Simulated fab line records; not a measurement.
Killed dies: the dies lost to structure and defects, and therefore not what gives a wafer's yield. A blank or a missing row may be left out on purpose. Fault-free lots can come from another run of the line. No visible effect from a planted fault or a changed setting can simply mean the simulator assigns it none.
fab line records ; flow gf180mcu
record lots=6; wafers=18; lastDay=34
route steps=602 shown HV_LDD@212
lots with no fault: from the same line, run without faults
startH: start of the lot's first displayed wafer, in hours after the record's first day ; waitH: hours since the lot's step before ; " repeats the value in the row above ; L1.1+2: a single row standing in for several wafers ; - no value, or no start was given ; * or withheld: withheld ; < > ~ a bound
route shown NAME@n: a module of which the file shows steps, and the number in the route of the first ; usual: the fault-free wafers' mean and standard deviation ; same: alike in all rows ; chamber/n: place in a boat ; sites: per-site readings ; _std_site: the standard deviation of these ; _edge_site: outer sites' mean less inner sites' ; radiusMm: for every site, how far away it sits from the centre of the wafer ; mask NAME#n: copy n ; behind: the tool/chamber that last shaped the wafer ; hold: why the lot was held/for how many hours/how that ended ; device: transistor that didn't switch, given as n, p or np ; end of line: the route-end tests of the same wafers ; step lacking rows: just its recipe ; killed: at the first sort, the dies lost to defects and structure; wafer yield is something else ; map: a wafer's dies, x killed, . not, _ none there
set.NAME: the run value of the setting; set.NAME@STEP: its run value at that earlier step ; model.NAME: the simulator's own value behind a step, which no gauge read
certain route steps with their lots: each step a table, each wafer a row
services: when a tool's chamber went out of use (startH, in hours from the record's first day, below 0 if earlier), for how many hours, and the reason
## steps
# step GF_HV_LDD_IMPLANT_36
# recipe species=P; energyKev=60; doseCm2=7.5e+12; tiltDeg=30; rotationDeg=270
# step GF_HV_LDD_STRIP_37
# recipe chemistry=O2/N2; powerW=1400; pressureMtorr=1500; platenTempC=250; o2FlowSccm=3000; n2FlowSccm=300; overashFraction=0.5
# usual chamberPressureMTorr=1500.0/1.3; drypumpMotorCurrentA=6.1/0.49; heaterPowerW=343/30; oesProductAu=0.716/0.0044; stripTimeToEndpointS=12.63/0.042
lot.wafer;tool;chamber;startH;waitH;chamberPressureMTorr;drypumpMotorCurrentA;heaterPowerW;oesProductAu;rfHoursCounterH;stripTimeToEndpointS
L826.2;plasmaAsher-03;0;248.65;0.1;1502.2;5.6;305;0.717;13;12.60
L826.3;plasmaAsher-03;1;248.65;0.1;1500.1;6.6;386;0.717;-;12.59
L826.5;plasmaAsher-03;0;248.65;0.1;1499.3;5.6;302;0.714;-;12.64
L829.1;plasmaAsher-01;1;273.00;0.1;1497.6;6.3;374;0.717;62;12.70
L829.3;plasmaAsher-01;1;273.00;0.1;1499.1;6.3;369;0.712;-;12.64
L829.6;plasmaAsher-01;0;273.00;0.1;1497.8;6.7;318;0.719;-;12.65
L837.2;plasmaAsher-01;1;358.90;0.1;1500.1;6.3;372;0.720;71;12.60
L837.3;plasmaAsher-01;0;358.90;0.1;1498.9;6.7;307;0.717;-;12.58
L837.5;plasmaAsher-01;1;358.90;0.1;1500.7;6.3;374;0.723;-;12.59
L840.1;plasmaAsher-01;1;361.58;0.1;1499.9;6.3;372;0.716;71;12.55
L840.4;plasmaAsher-01;1;361.58;0.1;1501.4;6.3;367;0.724;-;12.52
L840.5;plasmaAsher-01;0;361.58;0.1;1498.9;6.6;313;0.716;-;12.59
L846.2;plasmaAsher-02;0;407.78;0.1;1499.3;5.4;336;0.716;75;12.67
L846.4;plasmaAsher-02;1;407.78;0.1;1498.1;6.3;337;0.714;-;12.65
L846.5;plasmaAsher-02;0;407.78;0.1;1498.6;5.4;340;0.712;-;12.66
L847.1;plasmaAsher-01;0;416.53;0.1;1500.2;6.6;312;0.716;76;12.62
L847.4;plasmaAsher-01;0;416.53;0.1;1498.0;6.6;315;0.719;-;12.63
L847.6;plasmaAsher-01;1;416.53;0.1;1499.4;6.3;362;0.706;-;12.65
# step GF_HV_LDD_TW_MEAS_38
# usual HV_LDD_3_TW=1427/10
lot.wafer;tool;chamber;startH;waitH;HV_LDD_3_TW
L826.2;filmMetro-01;-;248.76;0.1;1434
L826.3;filmMetro-01;-;248.76;0.1;1437
L826.5;filmMetro-01;-;248.76;0.1;1430
L829.1;filmMetro-04;-;273.10;0.1;1435
L829.3;filmMetro-04;-;273.10;0.1;1430
L829.6;filmMetro-04;-;273.10;0.1;1437
L837.2;filmMetro-04;-;359.01;0.1;1433
L837.3;filmMetro-04;-;359.01;0.1;1434
L837.5;filmMetro-04;-;359.01;0.1;1431
L840.1;filmMetro-03;-;361.68;0.1;1417
L840.4;filmMetro-03;-;361.68;0.1;1410
L840.5;filmMetro-03;-;361.68;0.1;1408
L846.2;filmMetro-03;-;407.89;0.1;1410
L846.4;filmMetro-03;-;407.89;0.1;1406
L846.5;filmMetro-03;-;407.89;0.1;1418
L847.1;filmMetro-04;-;416.63;0.1;1427
L847.4;filmMetro-04;-;416.63;0.1;1428
L847.6;filmMetro-04;-;416.63;0.1;1431
# step GF_HV_LDD_DEHYDRATE_39
# recipe tempC=200; timeS=60
# step GF_HV_LDD_HMDS_40
# recipe primeTimeS=60; primeTempC=120
# step GF_HV_LDD_COAT_41
# recipe resist=NOVOLAK; spinRpm=3000; resistThkNm=984.4
# step GF_HV_LDD_SOFTBAKE_42
# recipe tempC=90; timeS=60; resist=NOVOLAK
# step GF_HV_LDD_EXPOSE_43
# recipe maskId=Pplus_HV_AREA; targetCdNm=400; na=0.6; sourceShape=conventional; sigmaOuter=0.6; doseMj=140
# step GF_HV_LDD_PEB_44
# recipe tempC=withheld; timeS=*; resist=NOVOLAK
# step GF_HV_LDD_DEVELOP_45
# recipe developTimeS=60; devTempC=23
# step GF_HV_LDD_CD_MEAS_46
# recipe targetCdNm=400
# usual cdNm=402.3/2.8
lot.wafer;tool;chamber;startH;waitH;cdNm
L826.2;cdSem-01;-;267.72;0.1;405.9
L826.3;cdSem-01;-;267.72;0.1;404.5
L826.5;cdSem-01;-;267.72;0.1;404.6
L829.1;cdSem-02;-;292.30;0.1;401.1
L829.3;cdSem-02;-;292.30;0.1;402.0
L829.6;cdSem-02;-;292.30;0.1;399.2
L837.2;cdSem-01;-;381.51;0.1;404.0
L837.3;cdSem-01;-;381.51;0.1;401.9
L837.5;cdSem-01;-;381.51;0.1;403.2
L840.1;cdSem-02;-;383.62;0.1;397.5
L840.4;cdSem-02;-;383.62;0.1;397.4
L840.5;cdSem-02;-;383.62;0.1;396.4
L846.2;cdSem-01;-;430.51;0.1;406.8
L846.4;cdSem-01;-;430.51;0.1;406.5
L846.5;cdSem-01;-;430.51;0.1;407.8
L847.1;cdSem-02;-;439.99;0.1;405.3
L847.4;cdSem-02;-;439.99;0.1;404.5
L847.6;cdSem-02;-;439.99;0.1;404.7
# step GF_HV_LDD_OVL_MEAS_47
# usual HV_LDD_03_OVL=-1.0/1.4
lot.wafer;tool;chamber;startH;waitH;HV_LDD_03_OVL[nm]
L826.2;overlay-02;-;267.82;0.1;-2.4
L826.3;overlay-02;-;267.82;0.1;-2.2
L826.5;overlay-02;-;267.82;0.1;-1.4
L829.1;overlay-02;-;292.42;0.1;0.2
L829.3;overlay-02;-;292.42;0.1;1.6
L829.6;overlay-02;-;292.42;0.1;-1.2
L837.2;overlay-02;-;381.62;0.1;-0.3
L837.3;overlay-02;-;381.62;0.1;-0.9
L837.5;overlay-02;-;381.62;0.1;-1.8
L840.1;overlay-02;-;383.74;0.1;0.3
L840.4;overlay-02;-;383.74;0.1;-1.4
L840.5;overlay-02;-;383.74;0.1;-2.3
L846.2;overlay-02;-;430.62;0.1;-0.7
L846.4;overlay-02;-;430.62;0.1;0.3
L846.5;overlay-02;-;430.62;0.1;-0.8
L847.1;overlay-01;-;440.11;0.1;0.1
L847.4;overlay-01;-;440.11;0.1;1.4
L847.6;overlay-01;-;440.11;0.1;1.7
# step GF_HV_LDD_IMPLANT_48
# recipe species=B; energyKev=25; doseCm2=3e+13; tiltDeg=7
# usual beamEnergyKeV=25.000/0.0072; beamOnS=9.99/0.18; doseIonsCm2=3e+13/3.5e+10; faradayCurrentUA=169/3
lot.wafer;tool;chamber;startH;waitH;beamEnergyKeV;beamOnS;doseIonsCm2;faradayCurrentUA
L826.2;implanter-01;0;267.88;0.0;24.987;10.11;2.997e+13;167
L826.3;implanter-01;0;267.88;0.0;24.999;10.04;2.996e+13;168
L826.5;implanter-01;0;267.88;0.0;25.009;9.78;3.001e+13;173
L829.1;implanter-02;0;292.45;0.0;25.003;9.72;3e+13;173
L829.3;implanter-02;0;292.45;0.0;24.999;9.91;2.995e+13;171
L829.6;implanter-02;0;292.45;0.0;25.010;10.08;3e+13;168
L837.2;implanter-02;-;381.68;0.0;-;-;-;-
L837.3;implanter-02;-;381.68;0.0;-;-;-;-
L837.5;implanter-02;-;381.68;0.0;-;-;-;-
L840.1;implanter-02;-;383.78;0.0;-;-;-;-
L840.4;implanter-02;-;383.78;0.0;-;-;-;-
L840.5;implanter-02;-;383.78;0.0;-;-;-;-
L846.2;implanter-03;0;430.67;0.0;25.001;10.16;2.996e+13;166
L846.4;implanter-03;0;430.67;0.0;25.000;9.81;3.001e+13;172
L846.5;implanter-03;0;430.67;0.0;25.000;10.05;3.001e+13;169
L847.1;implanter-03;0;440.15;0.0;24.995;10.08;3.001e+13;168
L847.4;implanter-03;0;440.15;0.0;25.000;9.78;3.003e+13;173
L847.6;implanter-03;0;440.15;0.0;24.990;10.05;3.006e+13;169
# step GF_HV_LDD_STRIP_49
# recipe chemistry=O2/N2; powerW=1400; pressureMtorr=1500; platenTempC=250; o2FlowSccm=3000; n2FlowSccm=300; overashFraction=0.5
# usual chamberPressureMTorr=1500.0/1.3; drypumpMotorCurrentA=6.1/0.5; heaterPowerW=343/30; oesProductAu=0.716/0.0043; stripTimeToEndpointS=12.45/0.034
lot.wafer;tool;chamber;startH;waitH;chamberPressureMTorr;drypumpMotorCurrentA;heaterPowerW;oesProductAu;rfHoursCounterH;stripTimeToEndpointS
L826.2;plasmaAsher-03;1;268.00;0.1;1499.4;6.6;386;0.720;15;12.50
L826.3;plasmaAsher-03;1;268.00;0.1;1499.3;6.6;384;0.717;-;12.47
L826.5;plasmaAsher-03;0;268.00;0.1;1499.4;5.6;300;0.710;-;12.50
L829.1;plasmaAsher-01;1;292.60;0.1;1499.7;6.3;364;0.720;64;12.49
L829.3;plasmaAsher-01;1;292.60;0.1;1499.1;6.3;372;0.713;-;12.46
L829.6;plasmaAsher-01;1;292.60;0.1;1500.7;6.2;370;0.719;-;12.45
L837.2;plasmaAsher-03;0;381.80;0.1;1500.8;5.6;313;0.720;28;12.47
L837.3;plasmaAsher-03;0;381.80;0.1;1499.8;5.5;300;0.718;-;12.45
L837.5;plasmaAsher-03;0;381.80;0.1;1501.5;5.5;301;0.713;-;12.47
L840.1;plasmaAsher-02;0;383.93;0.1;1500.0;5.3;348;0.719;72;12.47
L840.4;plasmaAsher-02;1;383.93;0.1;1498.2;6.3;341;0.723;-;12.44
L840.5;plasmaAsher-02;0;383.93;0.1;1499.5;5.3;349;0.715;-;12.42
L846.2;plasmaAsher-01;0;430.80;0.1;1501.2;6.7;323;0.717;0;12.44
L846.4;plasmaAsher-01;1;430.80;0.1;1502.8;6.3;382;0.715;-;12.41
L846.5;plasmaAsher-01;0;430.80;0.1;1500.3;6.7;324;0.716;-;12.42
L847.1;plasmaAsher-02;1;440.30;0.1;1500.8;6.3;349;0.717;79;12.42
L847.4;plasmaAsher-02;1;440.30;0.1;1499.7;6.3;345;0.712;-;12.41
L847.6;plasmaAsher-02;0;440.30;0.1;1499.2;5.3;346;0.717;-;12.44
# step GF_HV_LDD_TW_MEAS_50
# usual HV_LDD_4_TW=566/5
lot.wafer;tool;chamber;startH;waitH;HV_LDD_4_TW
L826.2;filmMetro-01;-;268.11;0.1;568
L826.3;filmMetro-01;-;268.11;0.1;569
L826.5;filmMetro-01;-;268.11;0.1;568
L829.1;filmMetro-03;-;292.70;0.1;557
L829.3;filmMetro-03;-;292.70;0.1;553
L829.6;filmMetro-03;-;292.70;0.1;555
L837.2;filmMetro-01;-;381.91;0.1;30
L837.3;filmMetro-01;-;381.91;0.1;30
L837.5;filmMetro-01;-;381.91;0.1;30
L840.1;filmMetro-01;-;384.03;0.1;30
L840.4;filmMetro-01;-;384.03;0.1;30
L840.5;filmMetro-01;-;384.03;0.1;30
L846.2;filmMetro-01;-;430.91;0.1;569
L846.4;filmMetro-01;-;430.91;0.1;568
L846.5;filmMetro-01;-;430.91;0.1;574
L847.1;filmMetro-01;-;440.40;0.1;573
L847.4;filmMetro-01;-;440.40;0.1;571
L847.6;filmMetro-01;-;440.40;0.1;569
# step GF_HV_LDD_CLEAN_51
# recipe chemistry=SC1/SC2; mix=1:4:20; tempC=70; timeS=150; dry=n2Spin
## services
tool;chamber;startH;hours;kind
implanter-02;-;235.70;2.2;repair
plasmaAsher-02;-;255.48;28.1;pm
implanter-03;-;274.18;5.4;pm
implanter-01;-;275.31;2.3;repair
implanter-01;-;292.39;1.6;repair
implanter-03;-;293.09;3.5;repair
implanter-01;-;312.99;3.8;pm
implanter-01;-;319.63;0.8;repair
implanter-01;-;327.26;3.7;repair
implanter-01;-;327.54;3.0;repair
implanter-01;-;353.87;2.3;repair
implanter-01;-;379.96;5.5;repair
plasmaAsher-01;-;381.19;9.3;pm
plasmaAsher-03;-;387.52;15.4;repair
implanter-02;-;415.04;1.8;repair
plasmaAsher-03;-;419.81;4.1;repair
plasmaAsher-01;-;421.33;9.0;pm
plasmaAsher-01;0;421.33;9.0;ventCycle
plasmaAsher-01;1;421.33;9.0;ventCycle
plasmaAsher-01;0;430.33;-;clean
plasmaAsher-01;1;430.33;-;clean
## key
firstSign step=GF_HV_LDD_IMPLANT_48; reading=toolRecord; direction=missing
effect step=GF_HV_LDD_TW_MEAS_50; reading=HV_LDD_4_TW; direction=down; sigmas=99+; usual=566; struck=30
metAt GF_HV_LDD_IMPLANT_48
struckWafers L837.2,L837.3,L837.5,L840.1,L840.4,L840.5
laterRowsLeftOut L837.2,L837.3,L837.5,L840.1,L840.4,L840.5
sortLeftOut L837.2,L837.3,L837.5,L840.1,L840.4,L840.5
testerLeftOut L837,L840
onsetBetween 292.45 381.68
fault kind=skippedStepWhole; tool=implanter-02; chamber=-; onsetH=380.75; steps=GF_HV_LDD_IMPLANT_48; scope=struckLotsOnly
# testerLeftOut: of these lots the tester's yield and bins aren't shown, on N5 and GAA mostly nor the transistor test; their killed dies are dies lost to structure and defects alone, not to doping, threshold or leakage, so they don't give the yield
# sortLeftOut: the simulated sort isn't trusted on such a fault, so these wafers' sort isn't shown, and their yield isn't known
# laterRowsLeftOut: the simulator's readings of these wafers behind a module that went badly wrong aren't trusted and aren't shown, but for the sort
